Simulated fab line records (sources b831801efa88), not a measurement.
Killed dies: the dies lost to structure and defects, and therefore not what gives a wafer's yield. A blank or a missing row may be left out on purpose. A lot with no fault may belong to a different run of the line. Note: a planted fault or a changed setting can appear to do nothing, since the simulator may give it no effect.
fab line records | flow gf180mcu
[record] lots = 7 wafers = 21 last_day = 34
route steps=602 shown V2@408 M3@409
lots that met no fault: taken from a fault-free run of the same line
start_h: the number of hours between the record's first day and the start of the first shown wafer of the lot | wait_h: how many hours have passed since the lot's step before this one | " the same as in the row above | L1.1+2: a single row standing in for several wafers | - no value, or no start was given | * or withheld: withheld | < > ~ a bound
route shown NAME@n: names a module that has steps shown in the file, with the first one's number in the route | usual: mean/standard deviation taken from wafers without a fault | same: alike in all rows | chamber/n: place in a boat | sites: readings site by site | _std_site: the values' standard deviation | _edge_site: outer sites' mean less inner sites' | radius_mm: for every site, how far away it sits from the centre of the wafer | mask NAME#n: copy n | behind: tool/chamber where the wafer was last shaped | hold: the reason the lot was held/the length of the hold in hours/how it ended | device: transistor that didn't switch, given as n, p or np | end of line: the same wafers' tests at the end of the route | a step with no rows: only its recipe | killed: dies lost to structure and defects at the first sort, not the wafer's yield | map: shows each die of a wafer: x if killed, . if not, _ if none is there
set.NAME: setting as actually run; set.NAME@STEP: the setting as run at that earlier step | model.NAME: the simulator's own value behind a step, which no gauge read
certain route steps with their lots: each step a table, each wafer a row
services: a tool's chamber out of use, with start hour (start_h, from the record's first day; less than 0 if before it), hours out, and reason
[[steps]]
[step GF_V2_CMP_26]
[recipe] stop_on = SiO2 down_force_psi = 3.5 platen_rpm = 60 t_overpolish_s = 15 target_thk_nm = 0 pad_velocity_m_s = 0.94248
[usual] edge_zone_pressure_frac = 1.000/0.0052 motor_current_A = 11.2/1 overpolish_run_s = 15.000/0.0097 time_to_endpoint_s = 84.5/2.7
// columns lot.wafer tool chamber start_h wait_h edge_zone_pressure_frac motor_current_A overpolish_run_s time_to_endpoint_s
L572.4 cmp-01 2 529.23 0.1 0.994 12.0 15.025 84.5
L572.1 " 3 " " 1.000 11.1 15.007 86.0
L572.5 " 2 " " 1.001 12.7 15.012 86.8
L573.4 cmp-02 1 545.16 0.1 1.003 10.0 14.993 88.7
L573.2 " 2 " " 1.007 10.9 15.001 85.3
L573.5 " 3 " " 1.000 12.6 15.010 82.3
L574.1 cmp-02 0 551.67 0.1 1.004 10.8 14.990 84.5
L574.3 " 3 " " 0.995 12.4 14.987 80.0
L574.6 " 1 " " 1.002 9.9 15.002 83.0
L575.4 cmp-02 3 559.51 0.0 0.999 12.9 15.005 82.8
L575.2 " 0 " " 0.998 10.4 15.010 86.2
L575.1 " 2 " " 0.999 11.1 15.010 87.1
L581.4 cmp-02 2 603.27 0.1 1.000 10.8 14.982 82.2
L581.6 " 0 " " 0.997 10.5 14.998 85.1
L581.5 " 1 " " 0.999 9.5 15.008 81.5
L583.3 cmp-01 1 617.96 0.0 0.997 11.9 15.006 84.6
L583.4 " 3 " " 1.003 10.7 15.001 81.7
L583.5 " 1 " " 1.001 11.7 15.002 79.1
L586.3 cmp-01 3 651.69 0.1 0.997 10.9 15.011 80.8
L586.5 " 2 " " 0.997 12.3 15.004 82.2
L586.6 " 3 " " 0.996 10.4 15.003 83.9
[step GF_M3_SPUTTER_00]
[recipe] material = Ti target_thk_nm = 37.5 arriving_ion_energy_ev = 80 substrate_temp_c = 200 chamber_pressure_pa = 2 power_w = 4000 time_s = 150
[usual] throttle_valve_pct = 29.6/0.78
// columns lot.wafer tool chamber start_h wait_h throttle_valve_pct
L572.1 pvd_sputter-04 - 529.48 0.1 28.8
L572.4 " - " " 29.8
L572.5 " - " " 29.7
L573.2 pvd_sputter-04 - 545.36 0.1 29.5
L573.4 " - " " 30.0
L573.5 " - " " 29.6
L574.1 pvd_sputter-04 - 551.97 0.2 29.7
L574.3 " - " " 29.6
L574.6 " - " " 30.0
L575.1 pvd_sputter-01 - 559.81 0.1 29.4
L575.2 " - " " 29.2
L575.4 " - " " 29.4
L581.4 pvd_sputter-01 - 603.47 0.1 29.3
L581.5 " - " " 29.3
L581.6 " - " " 29.4
L583.3 pvd_sputter-01 - 618.26 0.2 29.3
L583.4 " - " " 29.6
L583.5 " - " " 29.4
L586.3 pvd_sputter-01 - 651.94 0.2 30.9
L586.5 " - " " 29.2
L586.6 " - " " 29.4
[step GF_M3_SPUTTER_01]
[recipe] material = TiN target_thk_nm = 30 power_w = 6500 time_s = 25 chamber_pressure_pa = 0.4
[step GF_M3_SPUTTER_02]
[recipe] material = AlCu target_thk_nm = 450 power_w = 10600 time_s = 23.9 chamber_pressure_pa = 0.4
[usual] throttle_valve_pct = 29.6/0.8
// columns lot.wafer tool chamber start_h wait_h throttle_valve_pct
L572.1 pvd_sputter-04 - 529.61 0.0 28.5
L572.4 " - " " 30.0
L572.5 " - " " 29.8
L573.2 pvd_sputter-04 - 545.49 0.0 29.6
L573.4 " - " " 29.9
L573.5 " - " " 29.8
L574.1 pvd_sputter-04 - 552.11 0.0 29.9
L574.3 " - " " 29.5
L574.6 " - " " 29.9
L575.1 pvd_sputter-01 - 559.94 0.0 29.5
L575.2 " - " " 29.4
L575.4 " - " " 29.7
L581.4 pvd_sputter-01 - 603.60 0.0 29.7
L581.5 " - " " 29.3
L581.6 " - " " 29.3
L583.3 pvd_sputter-01 - 618.39 0.0 29.3
L583.4 " - " " 29.5
L583.5 " - " " 29.1
L586.3 pvd_sputter-01 - 652.07 0.0 30.7
L586.5 " - " " 29.2
L586.6 " - " " 29.5
[step GF_M3_SPUTTER_03]
[recipe] material = Ti target_thk_nm = 10 substrate_temp_c = 300 chamber_pressure_pa = 0.3 power_w = 3000 time_s = 6.7
[usual] throttle_valve_pct = 29.6/0.78
// columns lot.wafer tool chamber start_h wait_h throttle_valve_pct
L572.1 pvd_sputter-04 - 529.64 0.0 28.8
L572.4 " - " " 29.9
L572.5 " - " " 29.7
L573.2 pvd_sputter-04 - 545.52 0.0 29.5
L573.4 " - " " 29.7
L573.5 " - " " 29.6
L574.1 pvd_sputter-04 - 552.14 0.0 30.1
L574.3 " - " " 29.8
L574.6 " - " " 30.2
L575.1 pvd_sputter-01 - 559.97 0.0 29.7
L575.2 " - " " 28.9
L575.4 " - " " 29.4
L581.4 pvd_sputter-01 - 603.63 0.0 29.2
L581.5 " - " " 29.3
L581.6 " - " " 29.4
L583.3 pvd_sputter-01 - 618.42 0.0 29.3
L583.4 " - " " 29.1
L583.5 " - " " 29.3
L586.3 pvd_sputter-01 - 652.10 0.0 31.1
L586.5 " - " " 29.2
L586.6 " - " " 29.5
[step GF_M3_SPUTTER_04]
[recipe] material = TiN target_thk_nm = 50 power_w = 6500 time_s = 41.7 chamber_pressure_pa = 0.4
[usual] throttle_valve_pct = 29.6/0.76
// columns lot.wafer tool chamber start_h wait_h throttle_valve_pct
L572.1 pvd_sputter-04 - 529.66 0.0 28.5
L572.4 " - " " 29.6
L572.5 " - " " 29.2
L573.2 pvd_sputter-04 - 545.54 0.0 29.4
L573.4 " - " " 29.8
L573.5 " - " " 29.8
L574.1 pvd_sputter-04 - 552.16 0.0 30.0
L574.3 " - " " 29.6
L574.6 " - " " 30.2
L575.1 pvd_sputter-01 - 559.99 0.0 29.6
L575.2 " - " " 29.3
L575.4 " - " " 29.3
L581.4 pvd_sputter-01 - 603.65 0.0 29.4
L581.5 " - " " 29.3
L581.6 " - " " 29.4
L583.3 pvd_sputter-01 - 618.44 0.0 29.2
L583.4 " - " " 29.4
L583.5 " - " " 29.6
L586.3 pvd_sputter-01 - 652.12 0.0 30.7
L586.5 " - " " 29.6
L586.6 " - " " 29.4
[step GF_M3_RS_MEAS_05]
[recipe] thk_meas_gauge = four-point-probe reads = TiN_of_M3_SPUTTER_04+Ti_of_M3_SPUTTER_03+AlCu_of_M3_SPUTTER_02+TiN_of_M3_SPUTTER_01+Ti_of_M3_SPUTTER_00
[usual] M3_ALCU_RS = 0.0695/0.00057
// columns lot.wafer tool chamber start_h wait_h M3_ALCU_RS[ohm/sq]
L572.1 film_metro-03 - 529.70 0.0 0.0694
L572.4 " - " " 0.0698
L572.5 " - " " 0.0700
L573.2 film_metro-01 - 545.60 0.0 0.0687
L573.4 " - " " 0.0689
L573.5 " - " " 0.0695
L574.1 film_metro-01 - 552.20 0.0 0.0693
L574.3 " - " " 0.0694
L574.6 " - " " 0.0696
L575.1 film_metro-01 - 560.03 0.0 0.0701
L575.2 " - " " 0.0693
L575.4 " - " " 0.0690
L581.4 film_metro-04 - 603.75 0.1 0.0701
L581.5 " - " " 0.0696
L581.6 " - " " 0.0693
L583.3 film_metro-04 - 618.52 0.1 0.0702
L583.4 " - " " 0.0709
L583.5 " - " " 0.0698
L586.3 film_metro-04 - 652.20 0.1 0.0697
L586.5 " - " " 0.0701
L586.6 " - " " 0.0698
[step GF_M3_THK_MEAS_06]
[recipe] thk_meas_gauge = xrf reads = AlCu_of_M3_SPUTTER_02
[usual] M3_ALCU_THK = 447/3.9
// columns lot.wafer tool chamber start_h wait_h M3_ALCU_THK[nm]
L572.1 film_metro-03 - 529.82 0.1 450
L572.4 " - " " 448
L572.5 " - " " 446
L573.2 film_metro-01 - 545.71 0.1 447
L573.4 " - " " 449
L573.5 " - " " 445
L574.1 film_metro-01 - 552.32 0.1 447
L574.3 " - " " 448
L574.6 " - " " 447
L575.1 film_metro-01 - 560.15 0.1 441
L575.2 " - " " 449
L575.4 " - " " 450
L581.4 film_metro-04 - 603.84 0.1 446
L581.5 " - " " 446
L581.6 " - " " 452
L583.3 film_metro-04 - 618.62 0.1 446
L583.4 " - " " 441
L583.5 " - " " 446
L586.3 film_metro-04 - 652.30 0.1 449
L586.5 " - " " 447
L586.6 " - " " 449
[step GF_M3_DEHYDRATE_07]
[recipe] temp_c = 200 time_s = 60
[step GF_M3_HMDS_08]
[recipe] prime_time_s = 60 prime_temp_c = 120
[step GF_M3_COAT_09]
[recipe] resist = KrF spin_rpm = withheld resist_thk_nm = 1000
[step GF_M3_SOFTBAKE_10]
[recipe] temp_c = 130 time_s = 60 resist = KrF
[step GF_M3_EXPOSE_11]
[recipe] mask_id = Metal3 target_cd_nm = 280 na = 0.68 source_shape = conventional sigma_outer = 0.6 dose_mj = 28
[usual] exposure_dose_mJ_cm2 = 28.000/0.026 focus_offset_nm = 0.0/0.55
// columns lot.wafer tool chamber start_h wait_h mask exposure_dose_mJ_cm2 focus_offset_nm
L572.1 krf_scanner-01 0 540.93 - Metal3#0 27.999 0.5
L572.4 " 0 " " Metal3#0 28.015 0.2
L572.5 " 0 " " Metal3#0 28.059 0.4
L573.2 krf_scanner-01 - 556.53 - Metal3#0 - -
L573.4 " - " " Metal3#0 - -
L573.5 " - " " Metal3#0 - -
L574.1 krf_scanner-02 - 563.39 - Metal3#0 - -
L574.3 " - " " Metal3#0 - -
L574.6 " - " " Metal3#0 - -
L575.1 krf_scanner-01 - 571.03 - Metal3#0 - -
L575.2 " - " " Metal3#0 - -
L575.4 " - " " Metal3#0 - -
L581.4 krf_scanner-01 0 614.67 - Metal3#0 27.989 0.0
L581.5 " 0 " " Metal3#0 27.964 0.3
L581.6 " 0 " " Metal3#0 27.990 -0.3
L583.3 krf_scanner-01 0 629.03 - Metal3#0 28.012 0.5
L583.4 " 0 " " Metal3#0 28.029 0.1
L583.5 " 0 " " Metal3#0 27.988 -0.5
L586.3 krf_scanner-02 0 661.76 - Metal3#0 28.031 -0.6
L586.5 " 0 " " Metal3#0 27.995 0.7
L586.6 " 0 " " Metal3#0 27.968 0.5
[step GF_M3_PEB_12]
[recipe] peb_temp_c = 135 peb_time_s = 90 resist = KrF
[[services]]
// columns tool chamber start_h hours kind
krf_scanner-01 - 524.93 1.3 pm
pvd_sputter-01 - 534.14 18.9 repair
pvd_sputter-04 - 535.79 6.6 repair
krf_scanner-02 - 550.03 0.8 pm
cmp-01 - 550.93 0.3 repair
krf_scanner-02 - 554.25 0.4 repair
cmp-01 - 572.23 4.0 pm
cmp-01 - 576.23 - consumable_replace:conditioner
cmp-01 - 576.23 - consumable_replace:pad
krf_scanner-02 - 586.41 4.0 pm
cmp-01 - 597.24 4.9 repair
krf_scanner-02 - 612.53 1.0 pm
krf_scanner-01 - 621.25 1.0 pm
krf_scanner-01 - 630.39 0.8 pm
krf_scanner-02 - 647.86 1.3 pm
cmp-02 - 658.72 1.0 repair
[[key]]
[first_sign] step = GF_M3_EXPOSE_11 reading = tool_record direction = missing
effect none on later readings
met_at GF_M3_EXPOSE_11
struck_wafers L573.2,L573.4,L573.5,L574.1,L574.3,L574.6,L575.1,L575.2,L575.4
later_rows_left_out L573.2,L573.4,L573.5,L574.1,L574.3,L574.6,L575.1,L575.2,L575.4
sort_left_out L573.2,L573.4,L573.5,L574.1,L574.3,L574.6,L575.1,L575.2,L575.4
onset_between 540.93 556.53
[fault] kind = skipped_step_whole tool = krf_scanner-01,krf_scanner-02 chamber = - onset_h = 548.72 steps = GF_M3_EXPOSE_11 scope = struck_lots_only
// sort_left_out: the simulated sort isn't trusted on such a fault, so these wafers' sort isn't shown, and their yield isn't known
// later_rows_left_out: the simulator's readings of these wafers behind a module that went badly wrong aren't trusted and aren't shown, but for the sort
